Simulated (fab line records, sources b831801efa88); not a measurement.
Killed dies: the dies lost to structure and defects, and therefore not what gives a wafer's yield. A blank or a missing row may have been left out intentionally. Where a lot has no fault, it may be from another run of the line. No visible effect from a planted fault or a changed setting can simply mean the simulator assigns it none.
Matching of chambers || flow gf180mcu || rie_si-01 running GF_POLY_GATE_ETCH_13: 4 sister chambers
The step etches poly-Si in HBr/Cl2, stops on SiO2, target depth 198.5 nm, time 69.6 s. 16 wafers are shown with their chamber, then 8 later ones without.

== WAFERS WITH THEIR CHAMBER ==
{"wafer": "L816.4", "chamber": 3, "oes_product_au (a.u.)": 0.985, "mfc_cl2_sccm (sccm)": 49.71, "throttle_valve_pct (%)": 33.700}
{"wafer": "L816.5", "chamber": 3, "oes_product_au (a.u.)": 0.995, "mfc_cl2_sccm (sccm)": 50.05, "throttle_valve_pct (%)": 33.679}
{"wafer": "L816.6", "chamber": 2, "oes_product_au (a.u.)": 0.997, "mfc_cl2_sccm (sccm)": 49.95, "throttle_valve_pct (%)": 33.684}
{"wafer": "L817.1", "chamber": 0, "oes_product_au (a.u.)": 0.967, "mfc_cl2_sccm (sccm)": 49.87, "throttle_valve_pct (%)": 33.690}
{"wafer": "L817.2", "chamber": 1, "oes_product_au (a.u.)": 0.993, "mfc_cl2_sccm (sccm)": 49.73, "throttle_valve_pct (%)": 33.676}
{"wafer": "L817.6", "chamber": 3, "oes_product_au (a.u.)": 0.987, "mfc_cl2_sccm (sccm)": 50.22, "throttle_valve_pct (%)": 33.698}
{"wafer": "L819.1", "chamber": 2, "oes_product_au (a.u.)": 0.995, "mfc_cl2_sccm (sccm)": 50.28, "throttle_valve_pct (%)": 33.695}
{"wafer": "L819.2", "chamber": 1, "oes_product_au (a.u.)": 1.003, "mfc_cl2_sccm (sccm)": 50.25, "throttle_valve_pct (%)": 33.689}
{"wafer": "L819.3", "chamber": 3, "oes_product_au (a.u.)": 0.988, "mfc_cl2_sccm (sccm)": 50.20, "throttle_valve_pct (%)": 33.682}
{"wafer": "L820.2", "chamber": 3, "oes_product_au (a.u.)": 0.997, "mfc_cl2_sccm (sccm)": 50.14, "throttle_valve_pct (%)": 33.675}
{"wafer": "L820.3", "chamber": 2, "oes_product_au (a.u.)": 0.989, "mfc_cl2_sccm (sccm)": 50.01, "throttle_valve_pct (%)": 33.685}
{"wafer": "L820.5", "chamber": 1, "oes_product_au (a.u.)": 1.002, "mfc_cl2_sccm (sccm)": 50.06, "throttle_valve_pct (%)": 33.687}
{"wafer": "L827.1", "chamber": 3, "oes_product_au (a.u.)": 0.993, "mfc_cl2_sccm (sccm)": 49.80, "throttle_valve_pct (%)": 33.668}
{"wafer": "L827.2", "chamber": 0, "oes_product_au (a.u.)": 0.957, "mfc_cl2_sccm (sccm)": 49.91, "throttle_valve_pct (%)": 33.677}
{"wafer": "L827.5", "chamber": 0, "oes_product_au (a.u.)": 0.967, "mfc_cl2_sccm (sccm)": 50.02, "throttle_valve_pct (%)": 33.704}
{"wafer": "L836.1", "chamber": 0, "oes_product_au (a.u.)": 0.964, "mfc_cl2_sccm (sccm)": 49.91, "throttle_valve_pct (%)": 33.687}

SIGNATURES (means of the wafers above)
{"reading": "oes_product_au", "chamber 0": 0.96375, "chamber 1": 0.99933, "chamber 2": 0.99367, "chamber 3": 0.99083, "scatter within a chamber": 0.00482}
{"reading": "mfc_cl2_sccm", "chamber 0": 49.9275, "chamber 1": 50.0133, "chamber 2": 50.0800, "chamber 3": 50.0200, "scatter within a chamber": 0.193}
{"reading": "throttle_valve_pct", "chamber 0": 33.68950, "chamber 1": 33.68400, "chamber 2": 33.68800, "chamber 3": 33.68367, "scatter within a chamber": 0.0107}
Rule: a wafer's distance from a chamber is the root of the sum, over the readings, of the square of ((its reading less the chamber's mean) divided by the reading's scatter). If the next closest chamber is less than 2 further off than the closest, the wafer can't be placed; otherwise it belongs to the closest. The scatter is the square root of a quotient: the sum, over the shown wafers, of each reading's squared deviation from its chamber's mean, divided by wafers minus chambers.

== WAFERS WITH NO CHAMBER GIVEN ==
{"wafer": "L836.4", "oes_product_au (a.u.)": 0.985, "mfc_cl2_sccm (sccm)": 49.81, "throttle_valve_pct (%)": 33.684}
{"wafer": "L836.6", "oes_product_au (a.u.)": 0.972, "mfc_cl2_sccm (sccm)": 50.00, "throttle_valve_pct (%)": 33.698}
{"wafer": "L837.2", "oes_product_au (a.u.)": 0.967, "mfc_cl2_sccm (sccm)": 50.15, "throttle_valve_pct (%)": 33.682}
{"wafer": "L837.3", "oes_product_au (a.u.)": 0.992, "mfc_cl2_sccm (sccm)": 49.94, "throttle_valve_pct (%)": 33.680}
{"wafer": "L837.5", "oes_product_au (a.u.)": 0.983, "mfc_cl2_sccm (sccm)": 50.03, "throttle_valve_pct (%)": 33.698}
{"wafer": "L838.1", "oes_product_au (a.u.)": 0.963, "mfc_cl2_sccm (sccm)": 49.97, "throttle_valve_pct (%)": 33.686}
{"wafer": "L838.3", "oes_product_au (a.u.)": 0.995, "mfc_cl2_sccm (sccm)": 50.04, "throttle_valve_pct (%)": 33.697}
{"wafer": "L838.6", "oes_product_au (a.u.)": 0.984, "mfc_cl2_sccm (sccm)": 49.87, "throttle_valve_pct (%)": 33.681}

== WHICH CHAMBER EACH ONE RAN IN ==
{"wafer": "L836.4", "from the rows above": "can't be placed: 3 or 2 or 1", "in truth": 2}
{"wafer": "L836.6", "from the rows above": 0, "in truth": 0}
{"wafer": "L837.2", "from the rows above": 0, "in truth": 0}
{"wafer": "L837.3", "from the rows above": "can't be placed: 3 or 2 or 1", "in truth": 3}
{"wafer": "L837.5", "from the rows above": "can't be placed: 3 or 2 or 1 or 0", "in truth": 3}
{"wafer": "L838.1", "from the rows above": 0, "in truth": 0}
{"wafer": "L838.3", "from the rows above": "can't be placed: 2 or 1 or 3", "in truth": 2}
{"wafer": "L838.6", "from the rows above": "can't be placed: 3 or 2 or 1", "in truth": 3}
Correctly placed: 3 of 8. Not placeable from these rows: 5 (in 5, the candidates include the true chamber). Placed wrongly: 0.
